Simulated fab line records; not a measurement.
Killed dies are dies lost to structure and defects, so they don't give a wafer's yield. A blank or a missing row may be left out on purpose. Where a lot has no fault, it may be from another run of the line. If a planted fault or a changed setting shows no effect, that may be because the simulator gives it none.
fab line records	flow sky130
record: lots: 12	wafers: 36	last_day: 50
route steps=708 shown NWELL@60 VIA2@519 METAL3@566 PAD_OPEN@708
lots untouched by any fault: they come from a run of this same line in which no faults occurred
start_h: the number of hours between the record's first day and the start of the first shown wafer of the lot	wait_h: time in hours since the lot's previous step	" repeats the value in the row above	L1.1+2: a single row standing in for several wafers	- no value, or no start was given	* or withheld: withheld	< > ~ a bound
route shown NAME@n: a module of which the file shows steps, and the number in the route of the first	usual: average and standard deviation across the fault-free wafers	same: alike in all rows	chamber/n: place in a boat	sites: per-site readings	_std_site: how widely they spread, as a standard deviation	_edge_site: outer sites' mean less inner sites'	radius_mm: how far each site lies from the wafer's centre	mask NAME#n: copy n	behind: the most recent tool/chamber to have shaped the wafer	hold: the reason the lot was held/the length of the hold in hours/how it ended	device: which transistor (n, p or np) failed to switch	end of line: the tests these same wafers got at the end of their route	a step without rows: its recipe alone	killed: dies that structure and defects cost at the first sort, which is not the same as the wafer's yield	map: a wafer's dies, marking killed ones x, the rest . and places with no die _
set.NAME: the run value of the setting; set.NAME@STEP: its run value at that earlier step	model.NAME: the simulator's own value behind a step, which no gauge read
the route's steps for a sample of lots (tables are steps, rows are wafers)
services: from which hour (start_h, from the record's first day; less than 0 if before it) a tool's chamber was out of use, for how many hours, and why
== steps ==
step: SKY_NWELL_EXPOSE_07
recipe: mask_id: NWM	na: 0.6	source_shape: conventional	sigma_outer: 0.6	polarization: unpolarized	target_cd_nm: 840	dose_mj: 255
usual: reticle_temp_C: 22.96/0.11
lot.wafer	tool	chamber	start_h	wait_h	mask	reticle_temp_C
L225.1	iline_stepper-02	0	78.43	-	NWM#0	22.96
L225.5	"	0	"	"	NWM#0	22.96
L225.6	"	0	"	"	NWM#0	22.98
L226.2	iline_stepper-02	0	83.51	-	NWM#0	23.00
L226.3	"	0	"	"	NWM#0	23.02
L226.5	"	0	"	"	NWM#0	23.00
L227.1	iline_stepper-02	0	87.14	-	NWM#0	22.91
L227.5	"	0	"	"	NWM#0	22.86
L227.6	"	0	"	"	NWM#0	22.84
L231.1	iline_stepper-01	0	108.23	-	NWM#0	23.00
L231.5	"	0	"	"	NWM#0	23.18
L231.6	"	0	"	"	NWM#0	23.20
L232.2	iline_stepper-02	0	117.66	-	NWM#0	22.96
L232.3	"	0	"	"	NWM#0	22.82
L232.6	"	0	"	"	NWM#0	22.99
L233.1	iline_stepper-01	0	123.24	-	NWM#0	22.94
L233.5	"	0	"	"	NWM#0	23.04
L233.6	"	0	"	"	NWM#0	22.93
L235.4	iline_stepper-01	0	131.92	-	NWM#0	22.90
L235.5	"	0	"	"	NWM#0	22.99
L235.6	"	0	"	"	NWM#0	22.89
L236.1	iline_stepper-02	0	153.17	-	NWM#0	22.83
L236.3	"	0	"	"	NWM#0	22.94
L236.6	"	0	"	"	NWM#0	22.91
L239.2	iline_stepper-02	0	167.99	-	NWM_R1#0	22.96
L239.5	"	0	"	"	NWM_R1#0	22.94
L239.6	"	0	"	"	NWM_R1#0	22.89
L244.1	iline_stepper-01	0	190.60	-	NWM#0	22.92
L244.2	"	0	"	"	NWM#0	23.22
L244.3	"	0	"	"	NWM#0	23.02
L245.4	iline_stepper-01	0	192.10	-	NWM#0	22.89
L245.5	"	0	"	"	NWM#0	22.91
L245.6	"	0	"	"	NWM#0	22.86
L248.3	iline_stepper-01	0	210.95	-	NWM#0	22.80
L248.5	"	0	"	"	NWM#0	22.89
L248.6	"	0	"	"	NWM#0	23.02
step: SKY_VIA2_CD_MEAS_12
recipe: target_cd_nm: 200
usual: cd_nm: 199.8/1.1
lot.wafer	tool	chamber	start_h	wait_h	cd_nm
L225.1	cd_sem-02	-	853.45	-	199.0
L225.5	"	-	"	"	197.7
L225.6	"	-	"	"	200.0
L226.2	cd_sem-02	-	853.60	-	199.3
L226.3	"	-	"	"	198.7
L226.5	"	-	"	"	198.6
L227.1	cd_sem-02	-	859.39	-	199.1
L227.5	"	-	"	"	198.7
L227.6	"	-	"	"	199.3
L231.1	cd_sem-02	-	888.15	-	199.8
L231.5	"	-	"	"	200.8
L231.6	"	-	"	"	199.6
L232.2	cd_sem-01	-	903.82	-	201.5
L232.3	"	-	"	"	200.8
L232.6	"	-	"	"	200.7
L233.1	cd_sem-02	-	910.43	-	198.0
L233.5	"	-	"	"	198.4
L233.6	"	-	"	"	199.0
L235.4	cd_sem-01	-	925.21	-	196.8
L235.5	"	-	"	"	197.7
L235.6	"	-	"	"	199.1
L236.1	cd_sem-01	-	953.55	-	200.6
L236.3	"	-	"	"	200.6
L236.6	"	-	"	"	200.7
L239.2	cd_sem-02	-	969.16	-	199.9
L239.5	"	-	"	"	200.1
L239.6	"	-	"	"	199.2
L244.1	cd_sem-01	-	991.50	-	200.0
L244.2	"	-	"	"	199.7
L244.3	"	-	"	"	199.8
L245.4	cd_sem-01	-	993.31	-	201.7
L245.5	"	-	"	"	201.3
L245.6	"	-	"	"	200.4
L248.3	cd_sem-02	-	1013.32	-	200.2
L248.5	"	-	"	"	200.3
L248.6	"	-	"	"	200.0
step: SKY_METAL3_ETCH_16
recipe: chemistry: N2/H2	target: BARC	ion_energy_ev: 200	bias_w: 100	pressure_mtorr: 30	n2_flow_sccm: 100	h2_flow_sccm: 200	icp_w: 500	stop_on: SiO2	time_s: 88.2	target_depth_a: 600
usual: drypump_motor_current_A: 5.4/0.39	he_backside_leak_sccm: 3.3/0.31	oes_product_au: 0.626/0.0046	throttle_valve_pct: 13.204/0.0088
lot.wafer	tool	chamber	start_h	wait_h	drypump_motor_current_A	he_backside_leak_sccm	oes_product_au	rf_hours_counter_h	throttle_valve_pct
L225.1	rie_metal-01	1	907.73	0.0	5.1	2.9	0.633	9	13.205
L225.5	"	1	"	"	5.1	4.7	0.623	-	13.209
L225.6	"	0	"	"	5.5	3.2	0.633	-	13.204
L226.2	rie_metal-04	1	908.14	0.1	5.6	3.6	0.617	-	13.207
L226.3	"	1	"	"	5.6	3.5	0.626	-	13.206
L226.5	"	1	"	"	5.6	3.6	0.629	-	13.192
L227.1	rie_metal-03	1	912.63	0.0	5.9	3.3	0.628	2	13.207
L227.5	"	1	"	"	5.9	5.8	0.621	-	13.213
L227.6	"	0	"	"	4.9	3.3	0.629	-	13.212
L231.1	rie_metal-03	0	942.03	0.0	4.9	3.5	0.620	11	13.210
L231.5	"	1	"	"	5.9	3.2	0.629	-	13.199
L231.6	"	0	"	"	4.9	3.4	0.626	-	13.199
L232.2	rie_metal-04	1	957.38	0.0	5.6	3.5	0.625	11	13.217
L232.3	"	1	"	"	5.6	3.4	0.626	-	13.205
L232.6	"	0	"	"	6.0	3.3	0.624	-	13.189
L233.1	rie_metal-04	0	963.33	0.0	6.0	3.4	0.631	2	13.201
L233.5	"	0	"	"	6.0	3.5	0.626	-	13.190
L233.6	"	1	"	"	5.6	3.4	0.631	-	13.204
L235.4	rie_metal-03	1	976.30	0.0	5.9	3.3	0.620	-	13.214
L235.5	"	1	"	"	5.9	3.3	0.624	-	13.194
L235.6	"	0	"	"	4.9	3.5	0.624	-	13.204
L236.1	rie_metal-01	0	1003.98	0.0	5.5	3.3	0.622	21	13.204
L236.3	"	0	"	"	5.5	3.3	0.625	-	13.193
L236.6	"	0	"	"	5.5	3.4	0.619	-	13.205
L239.2	rie_metal-01	1	1018.83	0.0	5.1	3.0	0.625	15	13.209
L239.5	"	0	"	"	5.5	3.0	0.631	-	13.205
L239.6	"	1	"	"	5.1	2.8	0.626	-	13.211
L244.1	rie_metal-03	1	1040.43	0.0	5.9	3.1	0.614	9	13.213
L244.2	"	0	"	"	4.8	3.5	0.633	17	13.211
L244.3	"	1	"	"	5.9	3.1	0.623	-	13.184
L245.4	rie_metal-03	0	1041.41	0.0	4.9	3.4	0.627	-	13.202
L245.5	"	1	"	"	5.9	3.4	0.621	-	13.209
L245.6	"	0	"	"	4.9	3.3	0.621	-	13.188
L248.3	rie_metal-01	1	1060.66	0.0	5.1	3.2	0.629	-	13.204
L248.5	"	1	"	"	5.1	3.2	0.630	-	13.201
L248.6	"	0	"	"	5.5	3.3	0.630	-	13.195
step: SKY_METAL3_STRIP_19
recipe: chemistry: O2/N2	power_w: 1400	pressure_mtorr: 1500	platen_temp_c: withheld	o2_flow_sccm: 3000	n2_flow_sccm: 300	overash_fraction: 0.5
usual: drypump_motor_current_A: 5.36/0.2	oes_product_au: 0.499/0.0056	strip_time_to_endpoint_s: 6.46/0.081
lot.wafer	tool	chamber	start_h	wait_h	drypump_motor_current_A	oes_product_au	rf_hours_counter_h	strip_time_to_endpoint_s
L225.1	plasma_asher-01	0	908.02	0.1	5.42	0.497	80	6.49
L225.5	"	0	"	"	5.42	0.502	-	6.51
L225.6	"	1	"	"	5.50	0.497	-	6.42
L226.2	plasma_asher-01	0	908.50	0.1	5.43	0.505	80	6.53
L226.3	"	0	"	"	5.45	0.511	-	6.47
L226.5	"	1	"	"	5.46	0.499	-	6.49
L227.1	plasma_asher-04	0	913.10	0.3	5.36	0.500	113	6.39
L227.5	"	0	"	"	5.35	0.500	-	6.36
L227.6	"	1	"	"	4.99	0.495	-	6.37
L231.1	plasma_asher-01	0	942.32	0.1	5.42	0.504	83	6.58
L231.5	"	1	"	"	5.47	0.509	-	6.54
L231.6	"	0	"	"	5.44	0.503	-	6.56
L232.2	plasma_asher-04	1	957.67	0.1	4.99	0.505	117	6.47
L232.3	"	0	"	"	5.31	0.504	-	6.51
L232.6	"	1	"	"	4.96	0.497	-	6.47
L233.1	plasma_asher-01	1	963.62	0.1	5.48	0.506	86	6.51
L233.5	"	1	"	"	5.48	0.498	-	6.48
L233.6	"	0	"	"	5.44	0.495	-	6.49
L235.4	plasma_asher-04	1	976.59	0.1	5.00	0.496	-	6.45
L235.5	"	1	"	"	5.00	0.502	-	6.39
L235.6	"	0	"	"	5.31	0.492	-	6.44
L236.1	plasma_asher-02	1	1004.33	0.2	5.52	0.510	26	6.65
L236.3	"	0	"	"	5.59	0.503	-	6.63
L236.6	"	0	"	"	5.62	0.501	-	6.54
L239.2	plasma_asher-02	1	1019.12	0.1	5.50	0.502	28	6.53
L239.5	"	1	"	"	5.50	0.504	-	6.52
L239.6	"	0	"	"	5.64	0.503	-	6.58
L244.1	plasma_asher-04	0	1040.73	0.1	5.31	0.504	126	6.42
L244.2	"	1	"	"	5.00	0.492	126	6.34
L244.3	"	1	"	"	5.00	0.493	-	6.33
L245.4	plasma_asher-04	1	1041.71	0.1	4.99	0.500	-	6.40
L245.5	"	1	"	"	5.01	0.497	-	6.42
L245.6	"	0	"	"	5.33	0.498	-	6.35
L248.3	plasma_asher-02	1	1060.96	0.1	5.51	0.499	-	6.39
L248.5	"	1	"	"	5.49	0.486	-	6.37
L248.6	"	0	"	"	5.62	0.502	-	6.41
step: SKY_PAD_OPEN_PROBE_99
usual: killed_at_M0_to_M3: 42/6.7	killed_at_M4_up: 3.4/2	killed_at_contacts: 24/5.1	killed_at_front_end: 14/4.2	killed_at_other: 0.2/0.49	killed_dies: 84/8.4	killed_open: 46/7	killed_short: 39/5.8
same: gross_dies: 492	killed_at_back_side: 0
lot.wafer	tool	chamber	start_h	wait_h	killed_at_M0_to_M3	killed_at_M4_up	killed_at_contacts	killed_at_front_end	killed_at_other	killed_dies	killed_open	killed_short
L225.1	prober-01	-	1080.91	0.1	43	3	25	23	1	95	55	40
L225.5	prober-01	-	1081.11	0.2	48	3	24	18	0	93	53	40
L225.6	prober-01	-	1081.16	0.2	50	1	20	10	1	82	43	39
L227.1	prober-01	-	1086.01	0.1	42	0	20	16	0	78	30	48
L227.5	prober-01	-	1086.21	0.2	48	3	28	12	0	91	44	47
L227.6	prober-01	-	1086.26	0.2	53	0	24	18	1	96	45	51
L235.4	prober-02	-	1136.46	0.2	41	5	32	12	1	91	46	45
L235.5	prober-02	-	1136.51	0.2	47	2	18	10	0	77	45	32
L235.6	prober-02	-	1136.56	0.2	52	4	23	17	0	96	46	50
L236.1	prober-01	-	1159.15	0.1	39	5	18	19	0	81	51	30
L236.3	prober-01	-	1159.25	0.2	41	5	28	13	0	87	53	34
L236.6	prober-01	-	1159.40	0.2	43	4	21	17	0	85	47	38
L248.3	prober-01	-	1207.52	0.2	43	2	23	11	0	79	48	31
L248.5	prober-01	-	1207.62	0.2	44	6	27	22	0	99	63	36
L248.6	prober-01	-	1207.67	0.2	34	5	25	18	0	82	45	37
killed by level:class
L225.1 LI_CONTACT:geometric_particle:open=9 METAL2:geometric_particle:short=9 VIA1:geometric_particle:open=9 FIELD_ISO:geometric_particle:open=8 VIA3:geometric_particle:open=8 VIA2:geometric_particle:open=7 LOCAL_INTERCONNECT:geometric_particle:short=6 FIELD_ISO:geometric_particle:short=5
L225.5 VIA1:geometric_particle:open=12 LI_CONTACT:geometric_particle:open=12 VIA1:geometric_particle:short=7 POLY_GATE:geometric_particle:open=6 CONTACT:geometric_particle:open=6 VIA2:geometric_particle:open=6 METAL1:geometric_particle:short=5 POLY_GATE:geometric_particle:short=4
L225.6 VIA1:geometric_particle:open=12 LI_CONTACT:geometric_particle:open=8 VIA1:geometric_particle:short=8 VIA2:geometric_particle:open=6 METAL2:geometric_particle:short=5 FIELD_ISO:geometric_particle:open=4 METAL3:geometric_particle:short=4 LOCAL_INTERCONNECT:geometric_particle:short=4
L227.1 VIA1:geometric_particle:open=9 FIELD_ISO:geometric_particle:short=8 VIA3:geometric_particle:open=7 LI_CONTACT:geometric_particle:open=6 VIA1:geometric_particle:short=5 LOCAL_INTERCONNECT:geometric_particle:short=5 CONTACT:geometric_particle:short=5 METAL2:geometric_particle:short=5
L227.5 VIA1:geometric_particle:open=16 CONTACT:geometric_particle:short=7 VIA1:geometric_particle:short=7 VIA3:geometric_particle:open=7 LI_CONTACT:geometric_particle:short=6 LOCAL_INTERCONNECT:geometric_particle:short=6 CONTACT:geometric_particle:open=5 FIELD_ISO:geometric_particle:open=4
L227.6 VIA1:geometric_particle:open=14 CONTACT:geometric_particle:short=8 METAL1:geometric_particle:short=7 VIA1:geometric_particle:short=7 CONTACT:geometric_particle:open=6 FIELD_ISO:geometric_particle:short=5 METAL3:geometric_particle:short=5 VIA3:geometric_particle:short=5
L235.4 VIA1:geometric_particle:open=12 LI_CONTACT:geometric_particle:open=10 CONTACT:geometric_particle:open=9 CONTACT:geometric_particle:short=7 FIELD_ISO:geometric_particle:short=6 VIA2:geometric_particle:short=6 VIA2:geometric_particle:open=6 METAL4:geometric_particle:short=5
L235.5 VIA1:geometric_particle:open=15 CONTACT:geometric_particle:open=8 METAL1:geometric_particle:short=7 VIA2:geometric_particle:open=6 VIA3:geometric_particle:open=5 METAL2:geometric_particle:short=4 VIA1:geometric_particle:short=4 FIELD_ISO:geometric_particle:open=3
L235.6 VIA1:geometric_particle:open=15 METAL2:geometric_particle:short=11 FIELD_ISO:geometric_particle:short=8 CONTACT:geometric_particle:open=8 VIA2:geometric_particle:open=7 LI_CONTACT:geometric_particle:open=7 METAL1:geometric_particle:short=5 VIA1:geometric_particle:short=5
L236.1 VIA3:geometric_particle:open=10 VIA1:geometric_particle:open=8 CONTACT:geometric_particle:open=7 VIA2:geometric_particle:open=6 FIELD_ISO:geometric_particle:short=5 LI_CONTACT:geometric_particle:open=4 FIELD_ISO:geometric_particle:open=3 POLY_GATE:geometric_particle:open=3
L236.3 CONTACT:geometric_particle:open=13 VIA1:geometric_particle:open=11 VIA3:geometric_particle:open=9 CONTACT:geometric_particle:short=6 LI_CONTACT:geometric_particle:open=5 METAL1:geometric_particle:short=5 FIELD_ISO:geometric_particle:short=4 VIA2:geometric_particle:open=4
L236.6 VIA1:geometric_particle:open=9 CONTACT:geometric_particle:open=8 POLY_GATE:geometric_particle:open=6 CONTACT:geometric_particle:short=6 METAL2:geometric_particle:short=5 VIA3:geometric_particle:short=5 FIELD_ISO:geometric_particle:open=4 POLY_GATE:geometric_particle:short=4
L248.3 VIA1:geometric_particle:open=10 CONTACT:geometric_particle:open=9 VIA2:geometric_particle:open=9 LI_CONTACT:geometric_particle:open=8 METAL1:geometric_particle:short=7 FIELD_ISO:geometric_particle:open=4 METAL3:geometric_particle:short=4 FIELD_ISO:geometric_particle:short=3
L248.5 CONTACT:geometric_particle:open=14 POLY_GATE:geometric_particle:open=9 VIA1:geometric_particle:open=9 VIA3:geometric_particle:open=8 CONTACT:geometric_particle:short=6 VIA1:geometric_particle:short=6 VIA2:geometric_particle:open=6 FIELD_ISO:geometric_particle:short=5
L248.6 CONTACT:geometric_particle:open=12 FIELD_ISO:geometric_particle:short=9 VIA1:geometric_particle:open=8 METAL1:geometric_particle:short=6 VIA2:geometric_particle:open=6 LI_CONTACT:geometric_particle:open=5 CONTACT:geometric_particle:short=5 FIELD_ISO:geometric_particle:open=4
== services ==
tool	chamber	start_h	hours	kind
iline_stepper-02	-	55.21	4.3	pm
iline_stepper-01	-	80.86	1.7	pm
iline_stepper-02	-	140.16	1.2	repair
iline_stepper-02	-	186.65	2.8	repair
iline_stepper-02	-	230.48	1.7	pm
rie_metal-03	-	261.80	1.2	repair
iline_stepper-01	-	299.04	1.7	pm
iline_stepper-01	-	300.71	4.4	pm
iline_stepper-01	-	334.40	6.6	repair
iline_stepper-02	-	448.66	1.7	pm
rie_metal-03	-	486.72	4.3	pm
iline_stepper-01	-	517.22	1.7	pm
rie_metal-03	-	581.02	2.3	repair
rie_metal-03	0	620.14	4.9	repair
iline_stepper-02	-	630.37	4.4	pm
iline_stepper-02	-	644.96	6.5	repair
iline_stepper-02	-	666.84	1.7	pm
iline_stepper-01	-	735.40	1.7	pm
iline_stepper-02	-	772.72	2.1	pm
iline_stepper-02	-	834.64	12.7	repair
iline_stepper-01	-	847.31	2.1	pm
iline_stepper-02	-	885.02	1.7	pm
iline_stepper-01	-	948.20	8.9	pm
iline_stepper-01	-	957.09	1.7	pm
== key ==
first_sign: step: SKY_NWELL_EXPOSE_07	reading: mask	direction: changed
effect none on later readings
met_at SKY_NWELL_EXPOSE_07
struck_lots L239
tester_left_out L239
not_acting_at SKY_VIA2_CD_MEAS_12,SKY_METAL3_ETCH_16,SKY_METAL3_STRIP_19
onset_between 153.17 167.99
fault: kind: wrong_mask	tool: any	chamber: -	onset_h: 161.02	steps: SKY_NWELL_EXPOSE_07	aux_copy: NWM_R1#0	cd_offset_nm: -101	scope: struck_lots_only
tester_left_out: of these lots the tester's yield and bins aren't shown, on N5 and GAA mostly nor the transistor test; their killed dies are dies lost to structure and defects alone, not to doping, threshold or leakage, so they don't give the yield
